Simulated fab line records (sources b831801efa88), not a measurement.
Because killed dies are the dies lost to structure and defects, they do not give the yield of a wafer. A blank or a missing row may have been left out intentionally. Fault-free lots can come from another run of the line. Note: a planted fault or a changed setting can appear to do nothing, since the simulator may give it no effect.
Which tool did it? / flow sky130 / 36 wafers from 12 lots sampled at 4 of the route's 708 steps

## WHAT EACH GAUGE READ, for each wafer
SKY_LDD_N_OVL_MEAS_07. Usual: LDD_N_OVL gives 0.6 nm (standard deviation 1.3).
lot=L516; measured=day 17 17:07; on=overlay-02; LDD_N_OVL (nm)=1.0 0.9 0.0; flag=
lot=L518; measured=day 18 12:29; on=overlay-01; LDD_N_OVL (nm)=1.5 1.0 1.5; flag=
lot=L525; measured=day 21 04:49; on=overlay-01; LDD_N_OVL (nm)=-0.1 -0.3 -0.3; flag=
lot=L527; measured=day 22 10:19; on=overlay-02; LDD_N_OVL (nm)=-0.4 -0.6 -0.9; flag=
lot=L529; measured=day 23 03:47; on=overlay-01; LDD_N_OVL (nm)=1.4 0.3 3.0; flag=
lot=L530; measured=day 23 12:47; on=overlay-02; LDD_N_OVL (nm)=0.7 -2.4 -0.5; flag=
lot=L531; measured=day 23 13:28; on=overlay-02; LDD_N_OVL (nm)=-0.2 -0.9 -0.6; flag=
lot=L534; measured=day 24 07:44; on=overlay-02; LDD_N_OVL (nm)=-1.3 1.3 -0.9; flag=
lot=L535; measured=day 24 22:22; on=overlay-01; LDD_N_OVL (nm)=-0.8 -0.5 0.2; flag=
lot=L537; measured=day 25 08:14; on=overlay-02; LDD_N_OVL (nm)=0.1 -0.6 0.9; flag=
lot=L538; measured=day 25 15:10; on=overlay-02; LDD_N_OVL (nm)=1.1 1.9 0.5; flag=
lot=L539; measured=day 26 05:41; on=overlay-02; LDD_N_OVL (nm)=1.8 0.0 2.0; flag=

SKY_LDD_HVP_OVL_MEAS_07. Usual: LDD_HVP_OVL gives -0.1 nm (standard deviation 1.6).
lot=L516; measured=day 21 14:38; on=overlay-01; LDD_HVP_OVL (nm)=-1.1 1.2 0.3; flag=
lot=L518; measured=day 22 10:14; on=overlay-01; LDD_HVP_OVL (nm)=0.3 0.9 1.2; flag=
lot=L525; measured=day 25 00:31; on=overlay-02; LDD_HVP_OVL (nm)=-0.4 -0.6 -1.1; flag=
lot=L527; measured=day 26 03:48; on=overlay-01; LDD_HVP_OVL (nm)=-0.6 2.9 -0.3; flag=
lot=L529; measured=day 26 21:02; on=overlay-01; LDD_HVP_OVL (nm)=-1.7 -3.3 -0.3; flag=
lot=L530; measured=day 27 06:55; on=overlay-01; LDD_HVP_OVL (nm)=-2.7 -2.7 -1.9; flag=
lot=L531; measured=day 27 08:15; on=overlay-02; LDD_HVP_OVL (nm)=-2.7 -1.9 -1.9; flag=
lot=L534; measured=day 28 01:41; on=overlay-02; LDD_HVP_OVL (nm)=0.4 1.7 1.8; flag=
lot=L535; measured=day 28 14:00; on=overlay-01; LDD_HVP_OVL (nm)=-0.7 -0.3 -2.1; flag=
lot=L537; measured=day 28 23:02; on=overlay-01; LDD_HVP_OVL (nm)=0.9 0.4 0.2; flag=
lot=L538; measured=day 29 05:17; on=overlay-01; LDD_HVP_OVL (nm)=-0.5 0.5 0.3; flag=
lot=L539; measured=day 29 18:36; on=overlay-02; LDD_HVP_OVL (nm)=-1.5 -0.8 0.4; flag=

## EACH LOT AND THE TOOL THAT RAN IT (in order: tool; ch and the chambers of the sampled wafers; start)
lot=L516; SKY_POLY_GATE_ETCH_15=rie-diel-02 ch 0,2,3, day 16 11:00; SKY_LDD_HVN_STRIP_09=plasma-asher-02 ch 0,1, day 20 07:56
lot=L518; SKY_POLY_GATE_ETCH_15=rie-diel-02 ch 1,2,3, day 17 04:53; SKY_LDD_HVN_STRIP_09=plasma-asher-04 ch 0,1, day 21 02:50
lot=L525; SKY_POLY_GATE_ETCH_15=rie-diel-04 ch 0,1,3, day 19 20:45; SKY_LDD_HVN_STRIP_09=plasma-asher-01 ch 0,1, day 23 18:37
lot=L527; SKY_POLY_GATE_ETCH_15=rie-diel-03 ch 1,2,3, day 21 01:58; SKY_LDD_HVN_STRIP_09=plasma-asher-01 ch 0,1, day 24 22:53
lot=L529; SKY_POLY_GATE_ETCH_15=rie-diel-04 ch 0,2,3, day 21 20:07; SKY_LDD_HVN_STRIP_09=plasma-asher-04 ch 0,1, day 25 16:33
lot=L530; SKY_POLY_GATE_ETCH_15=rie-diel-03 ch 0,3, day 22 04:56; SKY_LDD_HVN_STRIP_09=plasma-asher-04 ch 0,1, day 26 01:37
lot=L531; SKY_POLY_GATE_ETCH_15=rie-diel-02 ch 1,2, day 22 05:36; SKY_LDD_HVN_STRIP_09=plasma-asher-04 ch 0,1, day 26 03:05
lot=L534; SKY_POLY_GATE_ETCH_15=rie-diel-02 ch 0,1,3, day 22 23:59; SKY_LDD_HVN_STRIP_09=plasma-asher-02 ch 0,1, day 26 20:28
lot=L535; SKY_POLY_GATE_ETCH_15=rie-diel-04 ch 0,3, day 23 15:02; SKY_LDD_HVN_STRIP_09=plasma-asher-02 ch 0,1, day 27 10:26
lot=L537; SKY_POLY_GATE_ETCH_15=rie-diel-03 ch 0,1,3, day 24 00:49; SKY_LDD_HVN_STRIP_09=plasma-asher-01 ch 0,1, day 27 20:20
lot=L538; SKY_POLY_GATE_ETCH_15=rie-diel-03 ch 0,2,3, day 24 07:47; SKY_LDD_HVN_STRIP_09=plasma-asher-01 ch 0,1, day 28 02:35
lot=L539; SKY_POLY_GATE_ETCH_15=rie-diel-03 ch 0,2,3, day 24 20:36; SKY_LDD_HVN_STRIP_09=plasma-asher-04 ch 0,1, day 28 16:22
- SKY_POLY_GATE_ETCH_15: etches BARC in N2/H2, stops on SiO2, time 118.5 s, target depth 110 nm.
- SKY_LDD_HVN_STRIP_09: strips in O2/N2.

## WHAT THE TOOLS THEMSELVES READ (means of the sampled wafers that have a number; where no wafer has one, the mark that the record gives instead)
SKY_POLY_GATE_ETCH_15. Usual: chamber-pressure-mTorr 29.998 mTorr, standard deviation 0.029; drypump-motor-current-A 5.4 A, standard deviation 0.39; oes-product-au 0.716 a.u., standard deviation 0.0051; throttle-valve-pct 13.211 %, standard deviation 0.0089.
lot=L516; tool=rie-diel-02; chamber-pressure-mTorr (mTorr)=29.977; drypump-motor-current-A (A)=5.2; oes-product-au (a.u.)=0.722; throttle-valve-pct (%)=13.213; flag=
lot=L518; tool=rie-diel-02; chamber-pressure-mTorr (mTorr)=30.001; drypump-motor-current-A (A)=5.4; oes-product-au (a.u.)=0.719; throttle-valve-pct (%)=13.210; flag=
lot=L525; tool=rie-diel-04; chamber-pressure-mTorr (mTorr)=30.027; drypump-motor-current-A (A)=5.9; oes-product-au (a.u.)=0.718; throttle-valve-pct (%)=13.207; flag=
lot=L527; tool=rie-diel-03; chamber-pressure-mTorr (mTorr)=30.011; drypump-motor-current-A (A)=5.3; oes-product-au (a.u.)=0.714; throttle-valve-pct (%)=13.215; flag=
lot=L529; tool=rie-diel-04; chamber-pressure-mTorr (mTorr)=30.004; drypump-motor-current-A (A)=6.2; oes-product-au (a.u.)=0.714; throttle-valve-pct (%)=13.213; flag=
lot=L530; tool=rie-diel-03; chamber-pressure-mTorr (mTorr)=29.998; drypump-motor-current-A (A)=5.2; oes-product-au (a.u.)=0.716; throttle-valve-pct (%)=13.216; flag=
lot=L531; tool=rie-diel-02; chamber-pressure-mTorr (mTorr)=29.997; drypump-motor-current-A (A)=5.4; oes-product-au (a.u.)=0.715; throttle-valve-pct (%)=13.218; flag=
lot=L534; tool=rie-diel-02; chamber-pressure-mTorr (mTorr)=29.994; drypump-motor-current-A (A)=5.4; oes-product-au (a.u.)=0.716; throttle-valve-pct (%)=13.216; flag=
lot=L535; tool=rie-diel-04; chamber-pressure-mTorr (mTorr)=29.990; drypump-motor-current-A (A)=6.1; oes-product-au (a.u.)=0.713; throttle-valve-pct (%)=13.218; flag=
lot=L537; tool=rie-diel-03; chamber-pressure-mTorr (mTorr)=29.999; drypump-motor-current-A (A)=5.1; oes-product-au (a.u.)=0.714; throttle-valve-pct (%)=13.213; flag=
lot=L538; tool=rie-diel-03; chamber-pressure-mTorr (mTorr)=29.993; drypump-motor-current-A (A)=5.4; oes-product-au (a.u.)=0.717; throttle-valve-pct (%)=13.210; flag=
lot=L539; tool=rie-diel-03; chamber-pressure-mTorr (mTorr)=29.984; drypump-motor-current-A (A)=5.4; oes-product-au (a.u.)=0.721; throttle-valve-pct (%)=13.210; flag=

SKY_LDD_HVN_STRIP_09. Usual: chamber-pressure-mTorr 1500.1 mTorr, standard deviation 1.5; drypump-motor-current-A 5.9 A, standard deviation 0.51; n2-flow-sccm 300.0 sccm, standard deviation 0.87; oes-product-au 0.408 a.u., standard deviation 0.0047; strip-time-to-endpoint-s 4.132 s, standard deviation 0.014.
lot=L516; tool=plasma-asher-02; chamber-pressure-mTorr (mTorr)=1500.5; drypump-motor-current-A (A)=5.7; n2-flow-sccm (sccm)=300.5; oes-product-au (a.u.)=0.409; strip-time-to-endpoint-s (s)=4.126; flag=
lot=L518; tool=plasma-asher-04; chamber-pressure-mTorr (mTorr)=1500.2; drypump-motor-current-A (A)=5.9; n2-flow-sccm (sccm)=299.2; oes-product-au (a.u.)=0.407; strip-time-to-endpoint-s (s)=4.142; flag=
lot=L525; tool=plasma-asher-01; chamber-pressure-mTorr (mTorr)=1500.4; drypump-motor-current-A (A)=5.9; n2-flow-sccm (sccm)=239.6; oes-product-au (a.u.)=0.409; strip-time-to-endpoint-s (s)=4.138; flag=OFF
lot=L527; tool=plasma-asher-01; chamber-pressure-mTorr (mTorr)=1499.7; drypump-motor-current-A (A)=6.2; n2-flow-sccm (sccm)=240.6; oes-product-au (a.u.)=0.408; strip-time-to-endpoint-s (s)=4.130; flag=OFF
lot=L529; tool=plasma-asher-04; chamber-pressure-mTorr (mTorr)=1499.8; drypump-motor-current-A (A)=6.0; n2-flow-sccm (sccm)=299.2; oes-product-au (a.u.)=0.407; strip-time-to-endpoint-s (s)=4.130; flag=
lot=L530; tool=plasma-asher-04; chamber-pressure-mTorr (mTorr)=1499.0; drypump-motor-current-A (A)=5.6; n2-flow-sccm (sccm)=300.0; oes-product-au (a.u.)=0.414; strip-time-to-endpoint-s (s)=4.140; flag=
lot=L531; tool=plasma-asher-04; chamber-pressure-mTorr (mTorr)=1500.6; drypump-motor-current-A (A)=5.6; n2-flow-sccm (sccm)=300.4; oes-product-au (a.u.)=0.408; strip-time-to-endpoint-s (s)=4.102; flag=
lot=L534; tool=plasma-asher-02; chamber-pressure-mTorr (mTorr)=1499.6; drypump-motor-current-A (A)=5.7; n2-flow-sccm (sccm)=300.2; oes-product-au (a.u.)=0.408; strip-time-to-endpoint-s (s)=4.127; flag=
lot=L535; tool=plasma-asher-02; chamber-pressure-mTorr (mTorr)=1500.2; drypump-motor-current-A (A)=5.8; n2-flow-sccm (sccm)=298.9; oes-product-au (a.u.)=0.404; strip-time-to-endpoint-s (s)=4.122; flag=
lot=L537; tool=plasma-asher-01; chamber-pressure-mTorr (mTorr)=1499.4; drypump-motor-current-A (A)=6.1; n2-flow-sccm (sccm)=300.3; oes-product-au (a.u.)=0.402; strip-time-to-endpoint-s (s)=4.138; flag=
lot=L538; tool=plasma-asher-01; chamber-pressure-mTorr (mTorr)=1499.6; drypump-motor-current-A (A)=5.9; n2-flow-sccm (sccm)=299.9; oes-product-au (a.u.)=0.410; strip-time-to-endpoint-s (s)=4.134; flag=
lot=L539; tool=plasma-asher-04; chamber-pressure-mTorr (mTorr)=1500.6; drypump-motor-current-A (A)=5.9; n2-flow-sccm (sccm)=299.7; oes-product-au (a.u.)=0.401; strip-time-to-endpoint-s (s)=4.141; flag=

## THE ANSWER, worked out from the rows above alone
Rule: a lot counts as off when the mean over its wafers that have a number is more than 3 standard deviations away from the usual mean. Also off: a lot with no number at a reading for which 4 or more lots have one. Any other lot the step has rows for is counted as sound. The gauges are gone through in route order, then the tools' own readings, and for those a lot's mean is taken as printed above. The first step at which some lot is off is used, and at that step the reading that is off furthest; a lot without a number counts as furthest.
Off, at SKY_LDD_HVN_STRIP_09 on n2-flow-sccm: L525, L527.
If a tool, at that step or one of the process steps before it, ran each lot that is off and ran no sound lot following the first of them, it fits. No candidate that was tried fits.

## WHAT THE SIMULATOR HAD PUT IN
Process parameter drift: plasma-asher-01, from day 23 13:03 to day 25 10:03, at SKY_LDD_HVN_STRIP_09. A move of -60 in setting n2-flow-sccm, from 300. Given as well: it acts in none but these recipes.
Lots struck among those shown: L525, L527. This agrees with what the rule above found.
